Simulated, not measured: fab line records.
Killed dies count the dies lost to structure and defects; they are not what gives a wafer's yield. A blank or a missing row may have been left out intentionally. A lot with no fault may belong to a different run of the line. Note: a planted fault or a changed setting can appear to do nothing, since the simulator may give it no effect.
fab line records    flow gf180mcu
[record] lots = 5  wafers = 15  last_day = 33
route steps=602 shown HV_LDD@231 NSD@235
lots with no fault: from the same line, run without faults
start_h: hours from the record's first day to the start of the lot's first wafer shown    wait_h: hours from the lot's prior step to this one    " identical to the entry in the row above    L1.1+2: a single row standing in for several wafers    - no value, or no start given    * or withheld: withheld    < > ~ a bound
route shown NAME@n: names a module that has steps shown in the file, with the first one's number in the route    usual: mean and standard deviation over wafers with no fault    same: alike in all rows    chamber/n: place in a boat    sites: readings site by site    _std_site: standard deviation across them    _edge_site: inner sites' mean taken away from outer sites' mean    radius_mm: how far each site lies from the wafer's centre    mask NAME#n: copy n    behind: the most recent tool/chamber to have shaped the wafer    hold: reason for holding the lot/hours on hold/outcome of the hold    device: the transistor (n, p or np) that didn't switch    end of line: at the end of the route, the tests of the same wafers    a step without rows: its recipe alone    killed: the dies lost at the first sort to structure and to defects; this is not the yield of the wafer    map: the dies of a wafer, with x for killed, . for not killed, _ for no die there
set.NAME: the setting the step ran with; set.NAME@STEP: the setting that earlier step ran with    model.NAME: the simulator's own value behind a step, which no gauge read
lots at some steps of the route; a table a step, a row a wafer
services: from which hour (start_h, from the record's first day; less than 0 if before it) a tool's chamber was out of use, for how many hours, and why
[[steps]]
[step GF_HV_LDD_THK_MEAS_55]
[recipe] reads = SiO2_of_HV_LDD_CVD_54
[usual] HV_LDD_CVD_54_THK = 10.05/0.13
lot.wafer  tool           chamber  start_h  wait_h  HV_LDD_CVD_54_THK[nm]
L074.2     film_metro-01  -        271.73   0.0     10.05
L074.3     "              -        "        "       10.14
L074.5     "              -        "        "       10.18
L075.2     film_metro-03  -        280.88   0.0     10.21
L075.3     "              -        "        "       10.02
L075.4     "              -        "        "       10.18
L083.1     film_metro-01  -        350.35   0.0     9.88
L083.4     "              -        "        "       10.03
L083.5     "              -        "        "       9.99
L088.1     film_metro-03  -        387.27   0.0     10.14
L088.3     "              -        "        "       10.30
L088.5     "              -        "        "       10.31
L094.1     film_metro-01  -        438.76   0.0     10.02
L094.5     "              -        "        "       9.95
L094.6     "              -        "        "       10.13
[step GF_HV_LDD_CVD_56]
[recipe] material = Si3N4  precursor = DCS/NH3  target_thk_nm = 90  temp_c = 770  time_s = 1543  pressure_mtorr = 250
[usual] zone_power_bottom_pct = 19.7/1.1
lot.wafer  tool      chamber  start_h  wait_h  zone_power_bottom_pct
L074.2     lpcvd-02  1        271.78   0.0     19.3
L074.3     "         1        "        "       19.0
L074.5     "         1        "        "       18.7
L075.2     lpcvd-01  0        280.93   0.0     18.5
L075.3     "         0        "        "       18.3
L075.4     "         0        "        "       18.3
L083.1     lpcvd-02  0        350.41   0.1     21.3
L083.4     "         0        "        "       20.5
L083.5     "         0        "        "       21.0
L088.1     lpcvd-02  0        387.33   0.1     21.1
L088.3     "         0        "        "       21.2
L088.5     "         0        "        "       21.1
L094.1     lpcvd-01  0        438.82   0.1     18.7
L094.5     "         0        "        "       18.4
L094.6     "         0        "        "       18.5
[step GF_HV_LDD_THK_MEAS_57]
[recipe] reads = Si3N4_of_HV_LDD_CVD_56
[usual] HV_LDD_CVD_56_THK = 90.0/0.86
lot.wafer  tool           chamber  start_h  wait_h  HV_LDD_CVD_56_THK[nm]
L074.2     film_metro-03  -        273.22   0.0     90.7
L074.3     "              -        "        "       90.6
L074.5     "              -        "        "       89.7
L075.2     film_metro-03  -        282.37   0.0     88.7
L075.3     "              -        "        "       88.8
L075.4     "              -        "        "       89.1
L083.1     film_metro-04  -        351.84   0.0     90.3
L083.4     "              -        "        "       90.4
L083.5     "              -        "        "       90.7
L088.1     film_metro-01  -        389.48   0.0     90.4
L088.3     "              -        "        "       91.0
L088.5     "              -        "        "       90.7
L094.1     film_metro-04  -        440.25   0.0     90.2
L094.5     "              -        "        "       90.0
L094.6     "              -        "        "       90.7
[step GF_HV_LDD_ETCHBACK_58]
[recipe] chemistry = CH3F/O2  target = Si3N4  stop_on = SiO2  source_w = 400  bias_w = 80  pressure_mtorr = 25  ch3f_flow_sccm = 40  O2_flow_sccm = 30  time_s = 100  target_depth_a = 900
[usual] drypump_motor_current_A = 5.49/0.24  oes_product_au = 0.843/0.006  rf_fwd_power_W = 397.4/1.4  throttle_valve_pct = 10.560/0.0088
lot.wafer  tool         chamber  start_h  wait_h  drypump_motor_current_A  oes_product_au  rf_fwd_power_W  rf_hours_counter_h  throttle_valve_pct
L074.2     rie_diel-02  1        273.27   0.0     5.59                     0.845           400.6           63                  10.569
L074.3     "            2        "        "       5.59                     0.840           397.2           60                  10.562
L074.5     "            3        "        "       5.73                     0.841           393.5           -                   10.555
L075.2     rie_diel-02  3        282.42   0.0     5.74                     0.837           396.6           16                  10.562
L075.3     "            1        "        "       5.59                     0.841           398.1           63                  10.550
L075.4     "            0        "        "       5.41                     0.835           399.0           11                  10.551
L083.1     rie_diel-03  1        351.90   0.1     5.49                     0.841           396.3           15                  10.567
L083.4     "            3        "        "       5.54                     0.841           395.0           30                  10.565
L083.5     "            1        "        "       5.48                     0.839           398.0           -                   10.570
L088.1     rie_diel-03  3        389.54   0.1     5.53                     0.843           397.2           31                  10.539
L088.3     "            1        "        "       5.50                     0.849           396.8           16                  10.555
L088.5     "            3        "        "       5.51                     0.847           397.7           -                   10.568
L094.1     rie_diel-03  1        440.31   0.1     5.50                     0.850           395.7           17                  10.554
L094.5     "            0        "        "       5.21                     0.846           396.9           -                   10.557
L094.6     "            1        "        "       5.50                     0.849           395.8           -                   10.554
[step GF_NSD_DEHYDRATE_00]
[recipe] temp_c = 200  time_s = 60
lot.wafer   tool            chamber  start_h  wait_h
L074.2+3+5  litho_track-01  0        282.05   8.7
L075.2+3+4  litho_track-01  0        291.65   9.2
L083.1+4+5  litho_track-02  0        362.48   10.5
L088.1+3+5  litho_track-01  0        400.87   11.3
L094.1+5+6  litho_track-03  0        451.87   11.5
[step GF_NSD_HMDS_01]
[recipe] prime_time_s = 60  prime_temp_c = 120
lot.wafer   tool            chamber  start_h  wait_h
L074.2+3+5  litho_track-01  0        282.20   0.1
L075.2+3+4  litho_track-01  0        291.80   0.1
L083.1+4+5  litho_track-02  0        362.63   0.1
L088.1+3+5  litho_track-01  0        401.02   0.1
L094.1+5+6  litho_track-03  0        452.02   0.1
[step GF_NSD_COAT_02]
[recipe] resist = NOVOLAK  spin_rpm = 3000  resist_thk_nm = 1000
lot.wafer   tool            chamber  start_h  wait_h
L074.2+3+5  litho_track-01  0        282.35   0.1
L075.2+3+4  litho_track-01  0        291.95   0.1
L083.1+4+5  litho_track-02  0        362.78   0.1
L088.1+3+5  litho_track-01  0        401.17   0.1
L094.1+5+6  litho_track-03  0        452.17   0.1
[step GF_NSD_SOFTBAKE_03]
[recipe] temp_c = 90  time_s = 60  resist = NOVOLAK
lot.wafer   tool            chamber  start_h  wait_h
L074.2+3+5  litho_track-01  0        282.50   0.1
L075.2+3+4  litho_track-01  0        292.10   0.1
L083.1+4+5  litho_track-02  0        362.93   0.1
L088.1+3+5  litho_track-01  0        401.32   0.1
L094.1+5+6  litho_track-03  0        452.32   0.1
[step GF_NSD_EXPOSE_04]
[recipe] mask_id = Nplus  target_cd_nm = 400  na = 0.6  source_shape = conventional  sigma_outer = 0.6  dose_mj = 140
lot.wafer   tool              chamber  start_h  wait_h  mask
L074.2+3+5  iline_stepper-02  0        -        -       Nplus#0
L075.2+3+4  iline_stepper-01  0        -        -       Nplus#0
L083.1+4+5  iline_stepper-01  0        -        -       Nplus#0
L088.1+3+5  iline_stepper-01  0        -        -       Nplus#0
L094.1+5+6  iline_stepper-01  0        -        -       Nplus#0
[step GF_NSD_PEB_05]
[recipe] temp_c = withheld  time_s = *  resist = NOVOLAK
lot.wafer   tool            chamber  start_h  wait_h
L074.2+3+5  litho_track-03  0        -        -
L075.2+3+4  litho_track-02  0        -        -
L083.1+4+5  litho_track-02  0        -        -
L088.1+3+5  litho_track-01  0        -        -
L094.1+5+6  litho_track-03  0        -        -
[step GF_NSD_DEVELOP_06]
[recipe] develop_time_s = 60  dev_temp_c = 23
lot.wafer   tool            chamber  start_h  wait_h
L074.2+3+5  litho_track-03  0        292.35   0.1
L075.2+3+4  litho_track-02  0        302.40   0.1
L083.1+4+5  litho_track-02  0        374.03   0.1
L088.1+3+5  litho_track-01  0        412.47   0.1
L094.1+5+6  litho_track-03  0        463.77   0.1
[step GF_NSD_CD_MEAS_07]
[recipe] target_cd_nm = 400
[usual] cd_nm = 400.2/2.3
lot.wafer  tool       chamber  start_h  wait_h  cd_nm
L074.2     cd_sem-02  -        292.50   0.1     400.9
L074.3     "          -        "        "       401.4
L074.5     "          -        "        "       399.0
L075.2     cd_sem-01  -        302.55   0.1     398.3
L075.3     "          -        "        "       400.8
L075.4     "          -        "        "       398.3
L083.1     cd_sem-02  -        374.18   0.1     398.3
L083.4     "          -        "        "       398.7
L083.5     "          -        "        "       397.7
L088.1     cd_sem-02  -        412.62   0.1     400.7
L088.3     "          -        "        "       398.9
L088.5     "          -        "        "       401.4
L094.1     cd_sem-01  -        463.92   0.1     400.7
L094.5     "          -        "        "       398.8
L094.6     "          -        "        "       399.7
[step GF_NSD_OVL_MEAS_08]
[usual] NSD_OVL = -0.4/1.6
lot.wafer  tool        chamber  start_h  wait_h  NSD_OVL[nm]
L074.2     overlay-01  -        292.60   0.1     -0.3
L074.3     "           -        "        "       -3.7
L074.5     "           -        "        "       -1.7
L075.2     overlay-02  -        302.65   0.1     1.1
L075.3     "           -        "        "       1.1
L075.4     "           -        "        "       1.0
L083.1     overlay-02  -        374.30   0.1     2.2
L083.4     "           -        "        "       0.0
L083.5     "           -        "        "       0.0
L088.1     overlay-01  -        412.74   0.1     0.5
L088.3     "           -        "        "       0.7
L088.5     "           -        "        "       0.8
L094.1     overlay-01  -        464.04   0.1     1.6
L094.5     "           -        "        "       -0.2
L094.6     "           -        "        "       1.4
[step GF_NSD_IMPLANT_09]
[recipe] species = As  energy_kev = 60  dose_cm2 = 4e+15  tilt_deg = 7
lot.wafer   tool          chamber  start_h  wait_h
L074.2+3+5  implanter-01  0        292.66   0.0
L075.2+3+4  implanter-01  0        302.71   0.0
L083.1+4+5  implanter-04  0        374.33   0.0
L088.1+3+5  implanter-01  0        412.78   0.0
L094.1+5+6  implanter-04  0        464.08   0.0
[step GF_NSD_IMPLANT_10]
[recipe] species = P  energy_kev = 40  dose_cm2 = 5e+14  tilt_deg = 7
lot.wafer   tool          chamber  start_h  wait_h
L074.2+3+5  implanter-01  0        292.81   0.1
L075.2+3+4  implanter-01  0        302.86   0.1
L083.1+4+5  implanter-04  0        374.48   0.1
L088.1+3+5  implanter-01  0        412.93   0.1
L094.1+5+6  implanter-04  0        464.23   0.1
[step GF_NSD_STRIP_11]
[recipe] chemistry = O2/N2  power_w = 1400  pressure_mtorr = 1500  platen_temp_c = 250  o2_flow_sccm = 3000  n2_flow_sccm = 300  overash_fraction = 0.5
[usual] drypump_motor_current_A = 5.9/0.5  heater_power_w = 311/52  oes_product_au = 0.487/0.0044  platen_temp_c = 249.95/0.21  strip_time_to_endpoint_s = 22.95/0.036
[same] overash_fraction = 0.5
lot.wafer  tool             chamber  start_h  wait_h  drypump_motor_current_A  heater_power_w  oes_product_au  platen_temp_c  rf_hours_counter_h  strip_time_to_endpoint_s
L074.2     plasma_asher-02  1        292.93   0.1     6.2                      415             0.482           249.56         71                  22.89
L074.3     "                1        "        "       6.3                      414             0.482           249.93         -                   22.89
L074.5     "                1        "        "       6.3                      414             0.493           249.53         -                   22.90
L075.2     plasma_asher-02  0        302.98   0.1     5.3                      308             0.488           249.58         72                  22.90
L075.3     "                0        "        "       5.4                      315             0.483           249.96         -                   22.95
L075.4     "                1        "        "       6.3                      422             0.484           249.88         -                   22.93
L083.1     plasma_asher-03  0        374.63   0.1     5.7                      297             0.481           250.09         23                  22.96
L083.4     "                1        "        "       4.8                      321             0.479           249.89         -                   22.95
L083.5     "                0        "        "       5.7                      309             0.491           250.02         -                   22.95
L088.1     plasma_asher-03  0        413.08   0.1     5.7                      304             0.489           250.03         27                  22.87
L088.3     "                0        "        "       5.7                      305             0.479           250.22         -                   22.97
L088.5     "                1        "        "       4.8                      320             0.487           250.43         -                   22.94
L094.1     plasma_asher-03  1        464.38   0.1     4.9                      333             0.481           250.14         32                  22.97
L094.5     "                0        "        "       5.7                      307             0.481           250.01         -                   22.95
L094.6     "                1        "        "       4.9                      318             0.491           250.04         -                   22.99
[[services]]
tool              chamber  start_h  hours  kind
iline_stepper-02  -        250.93   3.0    repair
rie_diel-02       1        266.18   6.0    repair
iline_stepper-01  0        296.86   -      calibration
plasma_asher-02   -        304.29   7.7    repair
rie_diel-02       3        313.09   7.1    repair
rie_diel-03       2        318.85   2.2    repair
iline_stepper-01  -        322.40   1.7    pm
plasma_asher-03   -        347.91   2.8    pm
implanter-01      -        358.43   18.4   pm
rie_diel-02       3        365.99   1.7    repair
rie_diel-03       1        367.69   8.4    repair
plasma_asher-03   -        369.06   0.9    repair
implanter-04      -        369.92   4.4    pm
rie_diel-02       1        374.92   3.6    repair
implanter-04      -        378.10   2.3    repair
rie_diel-02       -        379.70   0.6    repair
plasma_asher-03   -        399.25   2.2    repair
rie_diel-03       0        407.71   -      clean
rie_diel-03       0        407.71   15.5   scheduled_down
rie_diel-03       0        407.71   15.5   vent_cycle
lpcvd-02          -        417.86   17.2   pm
plasma_asher-02   -        421.25   9.0    pm
iline_stepper-02  -        438.43   1.7    pm
rie_diel-02       1        449.69   13.8   repair
[[key]]
fault none
